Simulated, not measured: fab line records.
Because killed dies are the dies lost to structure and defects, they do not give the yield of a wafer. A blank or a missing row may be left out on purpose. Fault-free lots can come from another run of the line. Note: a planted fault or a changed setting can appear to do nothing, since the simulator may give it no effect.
Struck lot and sound lot, side by side    flow sfq line    41 steps out of a route of 325
Sound: these wafers, L142.3, L142.5, L142.6. The struck wafers were L147.1, L147.2, L147.6. At the end, the cause is stated.
Per side, at each step with rows, come the tool, then ch with its chambers, and then its first start. Under that, the readings that differ: sound wafers    struck wafers    difference of the means    sigmas: that difference in standard deviations of wafers without a fault.
alike: a reading whose means differ by less than 2 such deviations, as well as words and numbers matching on both sides. not compared: withheld readings; readings where some wafer has no value; bounds like >300 that might hide an equal value; numbers whose values overlap and for which the record gives no deviation.
The two part at a step that has a row with sigmas, a row that says differs or no value, or rows on one side only. Numbers that have no deviation but don't overlap get no sigmas and don't part them. A reading that every wafer of one side lacks parts them only if that side has two wafers or more.

SFQ_M1_OVL_MEAS_911:
  sound: overlay-02 at day 23 05:05; struck: overlay-02 at day 25 05:16
  alike: M1_OVL
SFQ_TRILAYER_M1_BARC_OPEN_METAL_ETCH_054: etches BARC in O2, target depth 125 nm, time 41.7 s.
  sound on rie metal-01 ch 0,1, day 23 05:07; struck on rie metal-02 ch 0,1, day 25 05:18
  alike: drypump motor current A, oes product au
  not compared: rf hours counter h
then, 4 steps without rows for these wafers: SFQ_TRILAYER_M1_ETCH_METAL_ETCH_042 (etches Nb in Cl2/Ar, stops on SiO2, target depth 240 nm, time 120 s); SFQ_TRILAYER_M1_STRIP_STRIP_043 (strips in O2); SFQ_TRILAYER_M1_STRIP_SOLV_CLEAN_044 (cleans in NMP, time 600 s); SFQ_TRILAYER_I1_DEP_PECVD_045 (deposits SiO2 from SiH4/N2O, time 111.11 s, target thk 500 nm).
SFQ_TRILAYER_I1_CMP_CMP_046: polishes SiO2.
  sound on cmp-02 ch 1,2, day 23 06:49; struck on cmp-02 ch 0,2, day 25 07:06
  alike: motor current A, time to endpoint s
SFQ_I1_BOW_MEAS_912:
  sound: film metro-02 at day 23 09:52; struck: film metro-03 at day 25 09:36
  alike: I1_BOW
SFQ_TRILAYER_I1_METRO_MEASURE_047:
  sound: film metro-02 at day 23 10:20; struck: film metro-03 at day 25 09:43
  alike: thk nm
then, 3 steps without rows for these wafers: SFQ_TRILAYER_I1_VIA_LITHO_COAT_054 (resist thk 62 nm); SFQ_TRILAYER_I1_VIA_LITHO_COAT_049 (resist thk 650 nm); SFQ_TRILAYER_I1_VIA_LITHO_SOFTBAKE_053.
-- the record jumps here: 7 days lie between the struck wafers' starts before and after --
SFQ_TRILAYER_I1_VIA_LITHO_EXPOSE_050: exposes mask I1, target cd 500 nm.
  sound on krf scanner-01 ch 0, day 30 00:45; struck on krf scanner-01 ch 0, day 31 21:57
reading                     sound                 struck             difference  sigmas
model.I1.overlay x nm (nm)  -3.982 -3.982 -3.982  168.3 168.3 168.3  +172.3      
  alike: mask
then, 2 steps without rows for these wafers: SFQ_TRILAYER_I1_VIA_LITHO_PEB_052 (peb time 60 s); SFQ_TRILAYER_I1_VIA_LITHO_DEVELOP_051 (time 60 s).
SFQ_I1_OVL_MEAS_913:
  sound: overlay-02 at day 30 01:52; struck: overlay-02 at day 31 23:39
reading      sound     struck       difference  sigmas
I1_OVL (nm)  -3 -4 -1  162 162 160  +164        +29
  not compared: hold
then, 4 steps without rows for these wafers: SFQ_TRILAYER_I1_VIA_ETCH_VIA_ETCH_052 (etches SiO2 in CHF3, stops on Nb, target depth 260 nm); SFQ_TRILAYER_I1_VIA_STRIP_STRIP_053 (strips in O2); SFQ_TRILAYER_I1_VIA_STRIP_SOLV_CLEAN_054 (cleans in NMP, time 600 s); SFQ_TRILAYER_M2_DEP_PRE_CLEAN_056 (time 22.5 s).
SFQ_TRILAYER_M2_DEP_SPUTTER_055: material Nb, target thk 200 nm, time 133.3 s.
  sound: pvd sputter-03 at day 30 02:50; struck: pvd sputter-04 at day 32 01:56
reading                 sound           struck          difference  sigmas
throttle valve pct (%)  29.2 29.5 29.3  32.1 31.1 31.0  +2.1        +2
SFQ_M2_RS_MEAS_914: a four-point-probe measurement.
  sound: film metro-03 at day 30 02:58; struck: film metro-04 at day 32 02:02
  alike: M2_NB_RS
then, 6 steps without rows for these wafers: SFQ_TRILAYER_M2_LITHO_COAT_062 (resist thk 62 nm); SFQ_TRILAYER_M2_LITHO_COAT_057 (resist thk 600 nm); SFQ_TRILAYER_M2_LITHO_SOFTBAKE_061; SFQ_TRILAYER_M2_LITHO_EXPOSE_058 (exposes mask M2, target cd 500 nm); SFQ_TRILAYER_M2_LITHO_PEB_060 (peb time 60 s); SFQ_TRILAYER_M2_LITHO_DEVELOP_059 (time 60 s).
-- the record jumps here: 6 days lie between the struck wafers' starts before and after --
SFQ_M2_OVL_MEAS_916:
  sound: overlay-02 at day 36 16:18; struck: overlay-01 at day 38 12:27
  alike: M2_OVL
then, 1 step without rows for these wafers: SFQ_TRILAYER_M2_BARC_OPEN_METAL_ETCH_077 (etches BARC in O2, target depth 125 nm, time 41.7 s).
SFQ_TRILAYER_M2_ETCH_METAL_ETCH_060: etches Nb in Cl2/Ar, stops on SiO2, target depth 240 nm, time 120 s.
  sound on rie metal-04 ch 0,1, day 36 16:25; struck on rie metal-03 ch 0,1, day 38 12:33
  alike: drypump motor current A, oes product au
  not compared: rf hours counter h
then, 4 steps without rows for these wafers: SFQ_TRILAYER_M2_STRIP_STRIP_061 (strips in O2); SFQ_TRILAYER_M2_STRIP_SOLV_CLEAN_062 (cleans in NMP, time 600 s); SFQ_TRILAYER_I2_DEP_PECVD_063 (deposits SiO2 from SiH4/N2O, time 111.11 s, target thk 500 nm); SFQ_TRILAYER_I2_CMP_CMP_064 (polishes SiO2).
SFQ_I2_BOW_MEAS_917:
  sound: film metro-03 at day 37 02:19; struck: film metro-03 at day 39 16:09
  alike: I2_BOW
then, 4 steps without rows for these wafers: SFQ_TRILAYER_I2_METRO_MEASURE_065; SFQ_TRILAYER_I2_VIA_LITHO_COAT_072 (resist thk 62 nm); SFQ_TRILAYER_I2_VIA_LITHO_COAT_067 (resist thk 650 nm); SFQ_TRILAYER_I2_VIA_LITHO_SOFTBAKE_071.
-- the record jumps here: 39 days lie between the struck wafers' starts before and after --
SFQ_M8_BOW_MEAS_951:
  sound: film metro-02 at day 78 08:02; struck: film metro-04 at day 78 21:11
reading                  sound              struck             difference  sigmas
model.etest.i1.link ohm  1.965 1.932 1.944  2.055 2.057 2.078  +0.116      
  alike: M8_BOW

## WHERE THEY PART
Earliest at SFQ_I1_OVL_MEAS_913; latest, in this record, at SFQ_TRILAYER_M2_DEP_SPUTTER_055. Later steps at which nothing parts them and some readings are alike: SFQ_M2_RS_MEAS_914, SFQ_M2_OVL_MEAS_916, SFQ_TRILAYER_M2_ETCH_METAL_ETCH_060, SFQ_I2_BOW_MEAS_917, SFQ_M8_BOW_MEAS_951.

WHY: what had been put in by the simulator
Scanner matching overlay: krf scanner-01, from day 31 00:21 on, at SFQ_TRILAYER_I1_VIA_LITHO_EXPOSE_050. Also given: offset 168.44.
